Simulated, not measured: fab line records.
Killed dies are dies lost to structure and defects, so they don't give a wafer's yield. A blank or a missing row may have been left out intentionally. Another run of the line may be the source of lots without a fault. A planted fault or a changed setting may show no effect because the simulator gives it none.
Which tool was responsible? ; flow sky130 ; Sampling: 11 lots, 33 wafers, 6 of 708 route steps

## WHAT THE GAUGES READ, wafer by wafer
SKY_FIELD_ISO_THK_MEAS_04.
lot;measured;on;FIELD_ISO_CVD_03_THK (nm)
L190;day 1 19:08;film-metro-03;166.8 166.5 164.8
L192;day 2 06:23;film-metro-04;163.6 165.7 165.6
L196;day 3 01:36;film-metro-01;164.1 163.5 162.9
L202;day 4 06:30;film-metro-01;166.4 166.1 166.0
L203;day 4 11:29;film-metro-01;166.6 167.0 166.3
L205;day 4 21:29;film-metro-04;165.8 165.7 164.7
L207;day 5 07:44;film-metro-01;164.8 163.9 165.1
L208;day 5 14:13;film-metro-03;165.3 165.9 166.4
L209;day 5 17:54;film-metro-04;165.8 167.2 167.7
L211;day 6 03:29;film-metro-01;165.3 165.2 165.1
L212;day 6 09:43;film-metro-01;166.3 166.4 167.3

SKY_VT_ADJUST_HVTP_TW_MEAS_11.
lot;measured;on;VT_ADJUST_HVTP_TW
L190;day 6 07:21;film-metro-03;1362 1359 1358
L192;day 6 22:26;film-metro-03;1356 1357 1364
L196;day 7 20:55;film-metro-01;1341 1349 1342
L202;day 9 14:25;film-metro-03;30 30 30 30 30 30
L203;day 9 15:30;film-metro-01;30 30 30 30 30 30
L205;day 10 05:53;film-metro-01;1356 1358 1357
L207;day 10 16:06;film-metro-03;1362 1366 1362
L208;day 11 01:03;film-metro-03;1356 1350 1358
L209;day 11 09:16;film-metro-03;1360 1356 1368
L211;day 11 19:43;film-metro-02;1358 1366 1359
L212;day 12 01:07;film-metro-02;1367 1366 1370

SKY_CONTACT_THK_MEAS_26: measures by xrf.
lot;measured;on;CONTACT_W_THK (nm)
L190;day 31 23:16;film-metro-01;357 355 355
L192;day 32 16:37;film-metro-04;352 353 351
L196;day 33 19:06;film-metro-03;341 345 341
L205;day 36 23:41;film-metro-01;346 350 349
L207;day 37 09:19;film-metro-01;357 352 357
L208;day 37 13:50;film-metro-04;355 345 352
L209;day 38 02:20;film-metro-04;354 351 354
L211;day 38 21:43;film-metro-04;349 342 353
L212;day 38 14:49;film-metro-04;351 348 349

## EACH LOT AND THE TOOL THAT RAN IT (in order: tool; ch and the chambers of the sampled wafers; start)
lot;SKY_NWELL_STRIP_25;SKY_VT_ADJUST_HVTP_STRIP_10;SKY_CONTACT_ETCH_18
L190;plasma-asher-01 ch 0,1, day 5 12:16;plasma-asher-03 ch 0,1, day 6 07:15;rie-diel-03 ch 1,3, day 31 23:16 or earlier
L192;plasma-asher-04 ch 0,1, day 6 02:52;plasma-asher-02 ch 0,1, day 6 22:20;rie-diel-02 ch 0,1,3, day 32 16:37 or earlier
L196;plasma-asher-03 ch 0,1, day 7 00:33;plasma-asher-03 ch 0,1, day 7 20:50;rie-diel-03 ch 0,1,3, day 33 19:06 or earlier
L202;plasma-asher-01 ch 0,1, day 8 16:16;plasma-asher-03 ch 0,1, day 9 14:20;-
L203;plasma-asher-03 ch 0,1, day 8 17:23;plasma-asher-01 ch 0,1, day 9 15:24;-
L205;plasma-asher-04 ch 0,1, day 9 06:50;plasma-asher-03 ch 0,1, day 10 05:46;rie-diel-04 ch 0,1,3, day 36 23:41 or earlier
L207;plasma-asher-03 ch 0,1, day 9 17:02;plasma-asher-02 ch 0,1, day 10 16:00;rie-diel-03 ch 0,2,3, day 37 09:19 or earlier
L208;plasma-asher-03 ch 0,1, day 10 01:46;plasma-asher-01 ch 0,1, day 11 00:57;rie-diel-04 ch 0,2,3, day 37 13:50 or earlier
L209;plasma-asher-01 ch 0,1, day 10 10:12;plasma-asher-03 ch 0,1, day 11 09:08;rie-diel-04 ch 0,2,3, day 38 02:20 or earlier
L211;plasma-asher-01 ch 0,1, day 10 19:17;plasma-asher-02 ch 0,1, day 11 19:36;rie-diel-04 ch 1,2,3, day 38 21:43 or earlier
L212;plasma-asher-01 ch 0,1, day 11 01:13;plasma-asher-01 ch 0,1, day 12 01:00;rie-diel-02 ch 0,1,2, day 38 14:49 or earlier
- SKY_NWELL_STRIP_25: strips in O2/N2.
- SKY_VT_ADJUST_HVTP_STRIP_10: strips in O2/N2.
- SKY_CONTACT_ETCH_18: etches Si3N4 in CHF3/O2, stops on TiN, time 39 s, target depth 75 nm.

## AS READ BY THE TOOLS THEMSELVES (means over the sampled wafers that have a number; for cases with no such wafer, the mark the record gives instead)
SKY_NWELL_STRIP_25.
lot;tool;chamber-pressure-mTorr (mTorr);drypump-motor-current-A (A);oes-product-au (a.u.);strip-time-to-endpoint-s (s)
L190;plasma-asher-01;1500.1;5.5;0.720;36.85
L192;plasma-asher-04;1499.7;6.1;0.723;37.00
L196;plasma-asher-03;1500.4;5.5;0.718;36.88
L202;plasma-asher-01;-;-;-;-
L203;plasma-asher-03;-;-;-;-
L205;plasma-asher-04;1501.0;5.8;0.718;36.80
L207;plasma-asher-03;1499.8;5.4;0.725;36.79
L208;plasma-asher-03;1499.9;5.6;0.723;36.98
L209;plasma-asher-01;1500.2;5.5;0.720;36.95
L211;plasma-asher-01;1499.8;5.5;0.726;36.89
L212;plasma-asher-01;1500.8;5.4;0.722;36.99

SKY_VT_ADJUST_HVTP_STRIP_10.
lot;tool;chamber-pressure-mTorr (mTorr);drypump-motor-current-A (A);oes-product-au (a.u.);strip-time-to-endpoint-s (s)
L190;plasma-asher-03;1500.4;5.4;0.712;14.23
L192;plasma-asher-02;1499.5;5.6;0.720;14.12
L196;plasma-asher-03;1500.5;5.6;0.715;14.17
L202;plasma-asher-03;1500.6;5.6;0.728;58.91
L203;plasma-asher-01;1499.9;5.4;0.722;58.66
L205;plasma-asher-03;1501.8;5.5;0.717;14.22
L207;plasma-asher-02;1501.2;5.5;0.715;14.16
L208;plasma-asher-01;1499.5;5.4;0.715;14.17
L209;plasma-asher-03;1500.1;5.6;0.720;14.13
L211;plasma-asher-02;1499.9;5.5;0.714;14.18
L212;plasma-asher-01;1500.1;5.4;0.721;14.17

SKY_CONTACT_ETCH_18.
lot;tool;O2_flow_sccm (sccm);drypump-motor-current-A (A);oes-product-au (a.u.);throttle-valve-pct (%)
L190;rie-diel-03;5.002;6.0;0.853;8.788
L192;rie-diel-02;5.004;5.3;0.855;8.793
L196;rie-diel-03;4.993;6.1;0.859;8.786
L205;rie-diel-04;5.018;6.2;0.851;8.792
L207;rie-diel-03;5.000;6.0;0.851;8.790
L208;rie-diel-04;4.989;6.2;0.850;8.792
L209;rie-diel-04;5.004;6.2;0.856;8.801
L211;rie-diel-04;5.003;6.3;0.850;8.794
L212;rie-diel-02;4.991;5.5;0.853;8.799

## THE ANSWER, worked out from the rows above alone
Rule: the usual values come from the lots themselves. The widest of any qualifying gaps counts: lots, ordered by their means at a reading, are off when they make up no more than a third of the lots, leave a main group of 4 or more, and stand apart from it by 3 or more times the standard deviation of that group's means. If all means in a main group match to the digits the tables above print for the reading, that group is not used. A lot without any number at a reading at which 4 lots or more have one is off too. Any other lot the step has rows for is counted as sound. First the gauges in route order, then the tools' own readings, where a lot's mean is used as printed above. At the first step where some lot is off, the reading lying furthest off is the one used; lots without a number count as furthest.
Off: at SKY_VT_ADJUST_HVTP_TW_MEAS_11 (VT_ADJUST_HVTP_TW), L202, L203. For the main group the mean is 1359 and the standard deviation 6.2.
A tool fits if, at a process step before that reading, it ran every lot that is off, and no sound lot after the first of them. Not tried: the gauges at SKY_VT_ADJUST_HVTP_TW_MEAS_11; whatever is off there is also off at SKY_NWELL_STRIP_25, on other tools, and gauge error can't account for it. No candidate that was tried fits.

## WHAT THE SIMULATOR HAD INSERTED
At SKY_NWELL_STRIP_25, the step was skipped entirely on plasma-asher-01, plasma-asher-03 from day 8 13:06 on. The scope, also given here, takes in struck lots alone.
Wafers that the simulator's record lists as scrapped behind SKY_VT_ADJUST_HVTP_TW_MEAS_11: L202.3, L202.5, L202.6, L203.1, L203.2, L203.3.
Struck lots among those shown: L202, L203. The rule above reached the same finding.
